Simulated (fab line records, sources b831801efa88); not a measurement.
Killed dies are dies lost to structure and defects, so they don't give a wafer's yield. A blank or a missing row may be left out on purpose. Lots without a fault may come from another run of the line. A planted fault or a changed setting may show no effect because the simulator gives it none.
fab line records | flow sky130
record lots=6 wafers=17 last_day=50
route steps=708 shown CAP2M@616 METAL4@621 PAD_OPEN@708
lots that met no fault: from a run of the same line without faults
start_h: hours from the record's first day to the start of the lot's first wafer shown | wait_h: hours since the lot's step before | " the same as in the row above | L1.1+2: a row that stands for several wafers | - no value, or no start given | * or withheld: withheld | < > ~ a bound
route shown NAME@n: a module of which the file shows steps, and the number in the route of the first | usual: mean/standard deviation of fault-free wafers | same: alike in all rows | chamber/n: place in a boat | sites: the reading at each site | _std_site: their standard deviation | _edge_site: outer sites' mean less inner sites' | radius_mm: how far each site lies from the wafer's centre | mask NAME#n: copy n | behind: the tool/chamber that last shaped the wafer | hold: why the lot was held/for how many hours/how that ended | device: the transistor (n, p or np) that didn't switch | end of line: the same wafers' tests at the end of the route | a step without rows: its recipe alone | killed: dies lost to structure and defects at the first sort, not the wafer's yield | map: a wafer's dies, x killed, . not, _ none there
set.NAME: the setting as run; set.NAME@STEP: as run at that earlier step | model.NAME: the simulator's own value behind a step, which no gauge read
lots at some steps of the route; a table a step, a row a wafer
services: from which hour (start_h, from the record's first day; less than 0 if before it) a tool's chamber was out of use, for how many hours, and why
## steps
# step SKY_CAP2M_METAL_ETCH_13
# recipe target_depth_nm=220 stop_on=SiO2 chemistry=Cl2/BCl3 target=TiN pressure_mtorr=10 icp_w=900 bias_w=48.5 Cl2_flow_sccm=60 bcl3_flow_sccm=30 time_s=62.9
# usual drypump_motor_current_A=5.64/0.14 oes_product_au=0.941/0.0085 throttle_valve_pct=21.901/0.0096
# columns lot.wafer tool chamber start_h wait_h drypump_motor_current_A oes_product_au rf_hours_counter_h throttle_valve_pct
L961.2 rie_metal-02 0 993.22 0.0 5.46 0.954 7 21.888
L961.4 " 1 " " 5.77 0.943 - 21.897
L961.5 " 0 " " 5.49 0.943 - 21.885
L962.1 rie_metal-04 0 998.46 0.0 5.73 0.935 6 21.899
L962.2 " 0 " " 5.76 0.936 - 21.899
L962.4 " 0 " " 5.74 0.945 - 21.895
L967.1 rie_metal-04 1 1028.26 0.0 5.75 0.932 1 21.893
L967.2 " 0 " " 5.75 0.942 9 21.886
L967.6 " 1 " " 5.75 0.935 - 21.904
L971.1 rie_metal-04 1 1048.72 0.0 5.73 0.960 1 21.901
L971.4 " 0 " " 5.73 0.946 - 21.899
L971.5 " 0 " " 5.75 0.954 - 21.885
L972.2 rie_metal-04 0 1065.41 0.0 5.73 0.939 11 21.907
L972.6 " 1 " " 5.71 0.942 - 21.912
L979.1 rie_metal-01 0 1102.92 0.0 5.54 0.935 23 21.915
L979.3 " 0 " " 5.56 0.938 - 21.901
L979.6 " 0 " " 5.57 0.934 - 21.908
# step SKY_CAP2M_STRIP_14
# recipe chemistry=O2/N2 power_w=1400 pressure_mtorr=1500 platen_temp_c=withheld o2_flow_sccm=3000 n2_flow_sccm=300 overash_fraction=0.5
# usual drypump_motor_current_A=5.54/0.13 oes_product_au=0.711/0.0046 strip_time_to_endpoint_s=12.66/0.055
# columns lot.wafer tool chamber start_h wait_h drypump_motor_current_A oes_product_au rf_hours_counter_h strip_time_to_endpoint_s
L961.2 plasma_asher-02 1 993.30 0.1 5.61 0.709 118 12.58
L961.4 " 1 " " 5.58 0.709 - 12.59
L961.5 " 1 " " 5.61 0.710 - 12.61
L962.1 plasma_asher-02 0 998.62 0.1 5.36 0.711 119 12.58
L962.2 " 1 " " 5.58 0.706 119 12.65
L962.4 " 0 " " 5.39 0.710 - 12.65
L967.1 plasma_asher-02 0 1028.34 0.1 5.33 0.712 122 12.71
L967.2 " 1 " " 5.61 0.708 122 12.62
L967.6 " 0 " " 5.32 0.717 - 12.69
L971.1 plasma_asher-02 0 1048.80 0.1 5.32 0.709 124 12.66
L971.4 " 0 " " 5.34 0.707 - 12.67
L971.5 " 0 " " 5.32 0.706 - 12.65
L972.2 plasma_asher-04 1 1065.49 0.1 5.45 0.708 93 12.61
L972.6 " 0 " " 5.67 0.717 - 12.65
L979.1 plasma_asher-02 1 1103.00 0.1 5.59 0.709 4 12.68
L979.3 " 0 " " 5.38 0.712 - 12.67
L979.6 " 0 " " 5.35 0.715 - 12.67
# step SKY_CAP2M_STRIP_15
# recipe chemistry=post_etch_residue_remover time_s=1200 temp_c=72.5
# step SKY_CAP2M_CLEAN_16
# recipe chemistry=IPA time_s=180 temp_c=25
# step SKY_CAP2M_CLEAN_17
# recipe chemistry=O3/DIW dry=n2_spin
# step SKY_METAL4_DEHYDRATE_05
# recipe temp_c=200 time_s=60
# step SKY_METAL4_HMDS_06
# recipe prime_time_s=60 prime_temp_c=120
# step SKY_METAL4_COAT_07
# recipe resist=BARC temp_c=withheld time_s=withheld spin_rpm=3000 resist_thk_nm=60
# step SKY_METAL4_COAT_08
# recipe resist=KrF-thick spin_rpm=3000 resist_thk_nm=1140
# step SKY_METAL4_SOFTBAKE_09
# recipe temp_c=100 time_s=90 resist=KrF-thick
# step SKY_METAL4_EXPOSE_10
# recipe mask_id=MM4 na=0.68 source_shape=annular sigma_inner=0.4 sigma_outer=0.8 target_cd_nm=300 dose_mj=28
# step SKY_METAL4_PEB_11
# recipe peb_temp_c=withheld peb_time_s=withheld resist=KrF-thick
# step SKY_METAL4_DEVELOP_12
# recipe develop_time_s=60 resist=KrF-thick dev_temp_c=21
# columns lot.wafer tool chamber start_h wait_h
L961.2+4+5 litho_track-03 0 1016 -
L962.1+2+4 litho_track-04 0 1022 -
L967.1+2+6 litho_track-03 0 1050 -
L971.1+4+5 litho_track-04 0 1071 -
L972.2+6 litho_track-04 0 1086 -
L979.1+3+6 litho_track-02 0 1123 -
# step SKY_METAL4_CD_MEAS_13
# recipe target_cd_nm=300
# usual cd_nm=300.3/1.5
# columns lot.wafer tool chamber start_h wait_h cd_nm
L961.2 cd_sem-02 - 1016.86 - 299.5
L961.4 " - " " 299.9
L961.5 " - " " 298.9
L962.1 cd_sem-02 - 1022.42 - 301.7
L962.2 " - " " 302.2
L962.4 " - " " 301.1
L967.1 cd_sem-02 - 1050.74 - 301.1
L967.2 " - " " 300.4
L967.6 " - " " 299.8
L971.1 cd_sem-02 - 1071.37 - 299.2
L971.4 " - " " 298.2
L971.5 " - " " 296.6
L972.2 cd_sem-01 - 1087.04 - 299.3
L972.6 " - " " 301.7
L979.1 cd_sem-02 - 1123.63 - 298.2
L979.3 " - " " 297.6
L979.6 " - " " 298.7
# step SKY_METAL4_OVL_MEAS_14
# usual METAL4_OVL=-3/5.5
# columns lot.wafer tool chamber start_h wait_h METAL4_OVL[nm]
L961.2 overlay-01 - 1016.97 0.1 5
L961.4 " - " " 8
L961.5 " - " " 0
L962.1 overlay-02 - 1022.54 0.1 -9
L962.2 " - " " -4
L962.4 " - " " -5
L967.1 overlay-01 - 1050.86 0.1 -4
L967.2 " - " " -7
L967.6 " - " " -6
L971.1 overlay-01 - 1071.49 0.1 2
L971.4 " - " " 2
L971.5 " - " " -4
L972.2 overlay-02 - 1087.15 0.1 0
L972.6 " - " " -2
L979.1 overlay-02 - 1123.75 0.1 0
L979.3 " - " " 1
L979.6 " - " " -3
# step SKY_METAL4_DESCUM_15
# recipe chemistry=O2 source_power_w=150 bias_power_w=0 pressure_mtorr=10 temp_c=40 time_s=8
# usual drypump_motor_current_A=5.6/0.37 oes_product_au=1.000/0.013
# columns lot.wafer tool chamber start_h wait_h drypump_motor_current_A oes_product_au rf_hours_counter_h model.METAL4.cd_nm
L961.2 rie_metal-04 0 1017.01 0.0 5.7 1.010 - 300.3
L961.4 " 0 " " 5.7 1.014 - 301.1
L961.5 " 0 " " 5.7 1.011 - 299
L962.1 rie_metal-03 0 1022.58 0.0 5.0 0.988 9 302
L962.2 " 1 " " 6.1 1.012 23 303
L962.4 " 0 " " 5.0 0.995 - 301.7
L967.1 rie_metal-01 1 1050.90 0.0 5.4 0.978 13 300.9
L967.2 " 0 " " 5.6 1.002 19 299.9
L967.6 " 0 " " 5.6 0.992 - 299.4
L971.1 rie_metal-03 0 1071.53 0.0 5.0 1.003 13 299.9
L971.4 " 0 " " 5.0 1.000 - 299.1
L971.5 " 0 " " 5.0 0.990 - 296.9
L972.2 rie_metal-04 1 1087.18 0.0 5.7 0.988 4 298.9
L972.6 " 1 " " 5.7 0.991 - 301.9
L979.1 rie_metal-04 1 1123.78 0.0 5.7 0.990 7 297.8
L979.3 " 1 " " 5.7 0.989 - 297.5
L979.6 " 0 " " 5.7 1.011 - 299.2
# step SKY_METAL4_ETCH_16
# recipe chemistry=N2/H2 target=BARC ion_energy_ev=200 bias_w=100 pressure_mtorr=30 n2_flow_sccm=100 h2_flow_sccm=200 icp_w=500 stop_on=SiO2 time_s=88.2 target_depth_a=600
# usual drypump_motor_current_A=5.6/0.37 h2_flow_sccm=200.0/0.63 oes_product_au=0.626/0.0047 throttle_valve_pct=13.204/0.0097
# columns lot.wafer tool chamber start_h wait_h drypump_motor_current_A h2_flow_sccm oes_product_au rf_hours_counter_h throttle_valve_pct
L961.2 rie_metal-04 0 1017.09 0.1 5.7 199.4 0.634 - 13.207
L961.4 " 0 " " 5.7 200.6 0.627 - 13.192
L961.5 " 0 " " 5.7 201.0 0.634 - 13.216
L962.1 rie_metal-03 0 1022.61 0.0 5.0 199.3 0.631 9 13.200
L962.2 " 1 " " 6.1 200.3 0.623 23 13.214
L962.4 " 0 " " 5.0 200.6 0.628 - 13.183
L967.1 rie_metal-01 1 1050.93 0.0 5.4 200.1 0.629 13 13.194
L967.2 " 0 " " 5.6 200.1 0.620 19 13.200
L967.6 " 0 " " 5.6 199.2 0.620 - 13.213
L971.1 rie_metal-03 0 1071.59 0.1 5.0 199.4 0.624 13 13.186
L971.4 " 0 " " 5.0 198.9 0.624 - 13.208
L971.5 " 0 " " 5.0 199.2 0.630 - 13.203
L972.2 rie_metal-04 1 1087.21 0.0 5.7 200.5 0.621 4 13.192
L972.6 " 1 " " 5.8 199.8 0.629 - 13.188
L979.1 rie_metal-04 1 1123.81 0.0 5.7 200.5 0.634 7 13.201
L979.3 " 1 " " 5.7 199.9 0.630 - 13.214
L979.6 " 0 " " 5.7 201.0 0.619 - 13.206
# step SKY_METAL4_ETCH_17
# recipe target=SiO2 stop_on=TiN chemistry=C4F8/O2/Ar source_w=1500 bias_w=1200 pressure_mtorr=40 c4f8_flow_sccm=withheld O2_flow_sccm=6 Ar_flow_sccm=300 time_s=3.9 target_depth_a=150
# usual oes_product_au=0.752/0.0062
# columns lot.wafer tool chamber start_h wait_h oes_product_au rf_hours_counter_h model.METAL4.cd_nm
L961.2 rie_diel-04 0 1017.26 0.1 0.739 13 301
L961.4 " 1 " " 0.747 15 300.7
L961.5 " 1 " " 0.743 - 298.8
L962.1 rie_diel-04 0 1022.71 0.1 0.754 13 300.9
L962.2 " 2 " " 0.755 27 302.5
L962.4 " 1 " " 0.765 15 301.2
L967.1 rie_diel-03 1 1051.03 0.1 0.746 11 301.1
L967.2 " 0 " " 0.737 17 300.5
L967.6 " 0 " " 0.747 - 299.7
L971.1 rie_diel-04 0 1071.79 0.2 0.740 14 300.6
L971.4 " 2 " " 0.753 29 299
L971.5 " 1 " " 0.750 - 296.6
L972.2 rie_diel-01 2 1087.31 0.1 0.752 16 296.5
L972.6 " 3 " " 0.751 - 299.7
L979.1 rie_diel-01 3 1123.91 0.1 0.748 19 295.5
L979.3 " 2 " " 0.755 18 295.3
L979.6 " 2 " " 0.757 - 299.8
# step SKY_METAL4_METAL_ETCH_18
# recipe target_depth_a=8450 stop_on=SiO2 over_etch_frac=0.3 time_s=183.1 chemistry=Cl2/BCl3 resist_sidewall_deg=88 pressure_mtorr=10 icp_w=900 bias_w=48.5 Cl2_flow_sccm=60 bcl3_flow_sccm=30
# usual drypump_motor_current_A=5.5/0.37 oes_product_au=0.865/0.0055 throttle_valve_pct=22.264/0.0092
# columns lot.wafer tool chamber start_h wait_h drypump_motor_current_A oes_product_au rf_hours_counter_h throttle_valve_pct
L961.2 rie_metal-03 1 1017.28 0.0 6.2 0.855 22 22.286
L961.4 " 0 " " 5.0 0.865 - 22.248
L961.5 " 0 " " 5.0 0.874 - 22.257
L962.1 rie_metal-01 0 1022.73 0.0 5.6 0.865 17 22.270
L962.2 " 1 " " 5.4 0.859 11 22.271
L962.4 " 0 " " 5.6 0.865 - 22.254
L967.1 rie_metal-04 0 1051.05 0.0 5.7 0.857 10 22.272
L967.2 " 1 " " 5.7 0.863 2 22.273
L967.6 " 0 " " 5.7 0.861 - 22.275
L971.1 rie_metal-01 0 1071.81 0.0 5.5 0.872 20 22.269
L971.4 " 0 " " 5.5 0.864 - 22.262
L971.5 " 1 " " 5.4 0.867 - 22.279
L972.2 rie_metal-01 1 1087.33 0.0 5.4 0.859 15 22.299
L972.6 " 0 " " 5.6 0.863 - 22.271
L979.1 rie_metal-03 1 1123.93 0.0 6.1 0.866 4 22.256
L979.3 " 0 " " 5.0 0.872 - 22.257
L979.6 " 1 " " 6.1 0.871 - 22.277
# step SKY_PAD_OPEN_PROBE_99
# usual defect_limited_yield=81.9/2 killed_at_M0_to_M3=43/6.5 killed_at_M4_up=3.2/1.8 killed_at_contacts=26/5.2 killed_at_front_end=16/4.8 killed_at_other=0.3/0.6 killed_dies=89/9.6 killed_open=48/7.1 killed_short=40/6.4 sort_bin_3_pad_short=0.9/0.37 sort_bin_5_function=10.7/1.4 sort_bin_6_memory=6.5/1.2 sort_n_pass=403/9.6 sort_yield_pct=81.9/2
# same gross_dies=492 killed_at_back_side=0 sort_bin_4_leakage[%]=0 sort_bin_8_speed[%]=0
# columns lot.wafer tool chamber start_h wait_h defect_limited_yield[%] killed_at_M0_to_M3 killed_at_M4_up killed_at_contacts killed_at_front_end killed_at_other killed_dies killed_open killed_short sort_bin_3_pad_short[%] sort_bin_5_function[%] sort_bin_6_memory[%] sort_n_pass sort_yield_pct[%]
L979.1 prober-02 - 1199.03 0.1 79.5 37 1 41 21 1 101 61 40 0.6 11.4 8.5 391 79.5
L979.3 prober-02 - 1199.13 0.2 80.5 50 0 33 13 0 96 51 45 1.4 11.8 6.3 396 80.5
L979.6 prober-02 - 1199.28 0.2 82.3 44 2 25 16 0 87 41 46 2.0 10.0 5.7 405 82.3
# killed by level:class
L979.1 CONTACT:geometric_particle:open=15 VIA1:geometric_particle:open=11 FIELD_ISO:geometric_particle:short=8 LOCAL_INTERCONNECT:geometric_particle:short=8 LI_CONTACT:geometric_particle:open=8 CONTACT:geometric_particle:short=7 VIA2:geometric_particle:open=7 VIA3:geometric_particle:open=7
L979.3 LI_CONTACT:geometric_particle:open=11 CONTACT:geometric_particle:open=10 VIA2:geometric_particle:open=9 VIA1:geometric_particle:open=7 METAL2:geometric_particle:short=7 VIA3:geometric_particle:short=6 METAL3:geometric_particle:short=5 CONTACT:geometric_particle:short=4
L979.6 VIA1:geometric_particle:short=10 LI_CONTACT:geometric_particle:open=9 LOCAL_INTERCONNECT:geometric_particle:short=6 METAL1:geometric_particle:short=6 METAL2:geometric_particle:short=6 VIA2:geometric_particle:open=6 POLY_GATE:geometric_particle:open=5 VIA1:geometric_particle:open=5
## services
# columns tool chamber start_h hours kind
rie_diel-01 2 976.43 15.6 repair
rie_metal-04 1 994.35 - clean
rie_metal-04 1 994.35 27.3 scheduled_down
rie_metal-04 1 994.35 27.3 vent_cycle
rie_metal-04 - 998.82 0.6 repair
rie_diel-03 2 1026.15 22.1 repair
plasma_asher-04 - 1051.77 4.3 repair
rie_metal-04 - 1053.88 0.9 repair
plasma_asher-02 - 1055.25 9.0 pm
plasma_asher-02 0 1055.25 9.0 vent_cycle
plasma_asher-02 1 1055.25 9.0 vent_cycle
rie_metal-03 1 1057.75 - clean
rie_metal-03 1 1057.75 20.1 scheduled_down
rie_metal-03 1 1057.75 20.1 vent_cycle
plasma_asher-02 0 1064.25 - clean
plasma_asher-02 1 1064.25 - clean
rie_metal-02 - 1077.62 2.0 repair
plasma_asher-02 - 1078.11 4.3 pm
rie_diel-03 1 1081.67 7.4 repair
rie_diel-01 - 1095.53 0.4 repair
rie_metal-04 0 1096.18 17.8 repair
rie_diel-01 1 1110.20 18.9 repair
rie_metal-02 - 1114.00 2.8 pm
rie_diel-04 2 1121.66 - clean
## key
first_sign none at tools or gauges
model_effect step=SKY_METAL4_DESCUM_15 value=METAL4.cd_nm without=301.1 struck=297.9
model_effect step=SKY_METAL4_ETCH_17 value=METAL4.cd_nm without=299.8 struck=296.5
met_at SKY_METAL4_DEVELOP_12
struck_wafers L971.5,L972.2
onset_between 1022 1071
fault kind=process_parameter_drift tool=litho_track-04 chamber=- onset_h=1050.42 steps=SKY_METAL4_DEVELOP_12 channel=develop_time_s offset=* shape=step end_h=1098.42 scope=struck_wafers_only acts_in=* stated=*
